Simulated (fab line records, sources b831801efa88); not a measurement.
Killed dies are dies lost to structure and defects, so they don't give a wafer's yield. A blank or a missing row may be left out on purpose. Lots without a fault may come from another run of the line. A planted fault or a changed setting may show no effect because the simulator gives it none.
Which tool did it? | flow gf180mcu | 6 lots, 18 wafers sampled, at 2 steps of a route of 602

WHAT THE GAUGES READ, wafer by wafer
GF_HV_LDD_CD_MEAS_31: target cd 400 nm.
lot  | measured     | on        | cd_nm (nm)
L407 | day 11 22:42 | cd_sem-01 | 403.3 403.2 403.8
L410 | day 12 19:52 | cd_sem-01 | 400.7 400.6 401.6
L414 | day 14 04:06 | cd_sem-02 | 401.3 401.2 401.9
L420 | day 16 00:38 | cd_sem-01 | 420.2 418.9 418.7 420.6 418.5 418.7
L424 | day 17 11:10 | cd_sem-01 | 400.3 400.0 398.5
L429 | day 19 03:44 | cd_sem-01 | 400.4 402.7 401.1

WHICH TOOL RAN EACH LOT (tool, then ch and the chambers of the sampled wafers, then the start)
lot  | GF_HV_LDD_EXPOSE_28
L407 | iline_stepper-02 ch 0, day 11 13:31
L410 | iline_stepper-01 ch 0, day 12 10:33
L414 | iline_stepper-01 ch 0, day 13 17:54
L420 | iline_stepper-02 ch 0, day 15 13:59
L424 | iline_stepper-01 ch 0, day 16 23:56
L429 | iline_stepper-01 ch 0, day 18 15:55
- GF_HV_LDD_EXPOSE_28: exposes mask Nplus HV AREA, target cd 400 nm.

THE ANSWER, worked out from the rows above alone
Rule: what is usual is taken from the lots themselves. Put in order of their means at a reading, lots are off if they are a third of the lots or fewer, leave a main group of 4 or more, and stand apart from it by a gap of 3 or more times the standard deviation of the main group's means; of several such gaps the widest counts. A main group whose means are all the same, to the digits that the tables above print for the reading, isn't used. A lot without any number at a reading at which 4 lots or more have one is off too. The other lots that the step has rows for count as sound.
Off: L420, at GF_HV_LDD_CD_MEAS_31 (cd_nm). The main group: mean 401.4 nm, standard deviation 1.2.
A tool fits if, at a process step before that reading, it ran every lot that is off, and no sound lot after the first of them. The gauges at GF_HV_LDD_CD_MEAS_31 are tried like those tools. One fits: iline_stepper-02 at GF_HV_LDD_EXPOSE_28. Its last sound lot is L407 (day 11 13:31), its first lot that is off L420 (day 15 13:59): a fault that began between those two fits.

WHAT THE SIMULATOR HAD PUT IN
Process parameter drift: iline_stepper-02, from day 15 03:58 on, at GF_HV_LDD_EXPOSE_28. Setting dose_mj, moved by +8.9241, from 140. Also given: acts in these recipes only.
Lots struck among those shown: L420. The rule above found the same.
